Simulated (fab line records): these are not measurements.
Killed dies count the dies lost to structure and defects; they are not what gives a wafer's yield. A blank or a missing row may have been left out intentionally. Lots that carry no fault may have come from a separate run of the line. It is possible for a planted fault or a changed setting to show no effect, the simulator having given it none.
A lot that was struck, set against a sound lot + flow gf180mcu + 29 out of 602 route steps
Sound: these wafers, L992.3, L992.5, L992.6. Wafers L102.1, L102.2 were the ones struck. The cause is given at the end.
Order at every step that has rows: each side's tool, ch and its chambers, its first start. Under that, the readings that differ: sound wafers + struck wafers + difference of the means + sigmas: that difference in standard deviations of wafers without a fault.
alike: readings whose means differ by less than 2 such deviations, and words and numbers that are the same on both sides. not compared: withheld readings, readings that some wafer has no value for, bounds like >300 that may hide the same value, and numbers for which the record gives no deviation and whose values overlap.
Wherever a step has rows on one side only, a row that says differs or no value, or a row with sigmas, the two part there. Numbers that have no deviation but don't overlap get no sigmas and don't part them. A reading that every wafer of one side lacks parts them only if that side has two wafers or more.

first, 2 steps without rows for these wafers: GF_V5_STRIP_19 (strips in post etch residue remover, time 1200 s); GF_V5_CLEAN_20 (cleans in DIW).
GF_V5_SPUTTER_21: material Ti, target thk 15 nm, time 80.02 s.
  sound: pvd-sputter-02 at day 27 08:06; struck: pvd-sputter-03 at day 31 05:43
  alike: throttle-valve-pct
GF_V5_SPUTTER_22: material TiN, target thk 10 nm, time 40 s.
  sound: pvd-sputter-02 at day 27 08:10; struck: pvd-sputter-03 at day 31 05:46
  alike: throttle-valve-pct
then, 1 step without rows for these wafers: GF_V5_CVD_23 (deposits W, target thk 350 nm, time 104.9 s).
GF_V5_RS_MEAS_24: measures by four-point-probe.
  sound: film-metro-02 at day 27 08:21; struck: film-metro-02 at day 31 05:56
  alike: V5_W_RS
GF_V5_THK_MEAS_25: measures by xrf.
  sound: film-metro-02 at day 27 08:27; struck: film-metro-02 at day 31 06:03
  alike: V5_W_THK
GF_V5_CMP_26: polishes, stops on SiO2, t overpolish 15 s, target thk 0 nm.
  sound on cmp-01 ch 1,2, day 27 08:32; struck on cmp-02 ch 0,3, day 31 06:07
  alike: edge-zone-pressure-frac, motor-current-A, overpolish-run-s, time-to-endpoint-s
then, 1 step without rows for these wafers: GF_TOP_METAL_SPUTTER_00 (material Ti, target thk 37.5 nm, time 150 s).
GF_TOP_METAL_SPUTTER_01: material TiN, target thk 30 nm, time 25 s.
  sound: pvd-sputter-03 at day 27 08:53; struck: pvd-sputter-02 at day 31 06:31
  alike: throttle-valve-pct
then, 2 steps without rows for these wafers: GF_TOP_METAL_SPUTTER_02 (material AlCu, target thk 900 nm, time 47.82 s); GF_TOP_METAL_SPUTTER_03 (material Ti, target thk 5 nm, time 3.3 s).
GF_TOP_METAL_SPUTTER_04: material TiN, target thk 25 nm, time 20.8 s.
  sound: pvd-sputter-03 at day 27 08:59; struck: pvd-sputter-02 at day 31 06:36
| reading                                       | sound            | struck      | difference | sigmas |
|-----------------------------------------------|------------------|-------------|------------|--------|
| model.TiN_of_TOP_METAL_SPUTTER_04.thk-nm (nm) | 24.31 24.4 24.76 | 26.14 25.99 | +1.57      |        |
  alike: throttle-valve-pct
GF_TOP_METAL_RS_MEAS_05: measures by four-point-probe.
  sound: film-metro-02 at day 27 09:03; struck: film-metro-02 at day 31 06:38
  alike: TOP_METAL_ALCU_RS
GF_TOP_METAL_THK_MEAS_06: measures by xrf.
  sound: film-metro-02 at day 27 09:09; struck: film-metro-02 at day 31 06:45
  alike: TOP_METAL_ALCU_THK
then, 7 steps without rows for these wafers: GF_TOP_METAL_DEHYDRATE_07 (time 60 s); GF_TOP_METAL_HMDS_08 (prime time 60 s); GF_TOP_METAL_COAT_09 (resist thk 1500 nm); GF_TOP_METAL_SOFTBAKE_10 (time 60 s); GF_TOP_METAL_EXPOSE_11 (exposes mask MetalTop, target cd 440 nm); GF_TOP_METAL_PEB_12; GF_TOP_METAL_DEVELOP_13 (develop time 60 s).
GF_TOP_METAL_CD_MEAS_14 targets a cd of 440 nm.
  sound: cd-sem-02 at day 28 04:34; struck: cd-sem-02 at day 32 00:34
  alike: cd-nm
GF_TOP_METAL_OVL_MEAS_15:
  sound: overlay-01 at day 28 04:40; struck: overlay-01 at day 32 00:41
  alike: TOP_METAL_OVL
GF_TOP_METAL_METAL_ETCH_16: etches the open film in Cl2/BCl3, stops on SiO2, target depth 1197 nm, time 199.5 s.
  sound on rie-metal-04 ch 0,1, day 28 04:45; struck on rie-metal-04 ch 0,1, day 32 00:44
| reading                | sound | struck | difference                   | sigmas |
|------------------------|-------|--------|------------------------------|--------|
| rf-hours-counter-h (h) | - - - | 11 1   | no value on the sound wafers |        |
  alike: drypump-motor-current-A, oes-product-au, throttle-valve-pct
then, 1 step without rows for these wafers: GF_TOP_METAL_STRIP_17 (strips in O2/N2).
GF_TOP_METAL_STRIP_18: strips in post etch residue remover, time 1200 s.
  sound on wet-bench-01 ch 1, day 28 04:58; struck on wet-bench-04 ch 1, day 32 01:01
| reading                                       | sound             | struck      | difference | sigmas |
|-----------------------------------------------|-------------------|-------------|------------|--------|
| model.TiN_of_TOP_METAL_SPUTTER_04.thk-nm (nm) | 23.89 23.98 24.34 | 25.73 25.57 | +1.58      |        |
then, 2 steps without rows for these wafers: GF_TOP_METAL_CLEAN_19 (cleans in DIW); GF_PASSIVATION_PROBE_99.

== WHERE THEY PART ==
Only at GF_TOP_METAL_METAL_ETCH_16, within this record.

WHY: whatever the simulator had introduced
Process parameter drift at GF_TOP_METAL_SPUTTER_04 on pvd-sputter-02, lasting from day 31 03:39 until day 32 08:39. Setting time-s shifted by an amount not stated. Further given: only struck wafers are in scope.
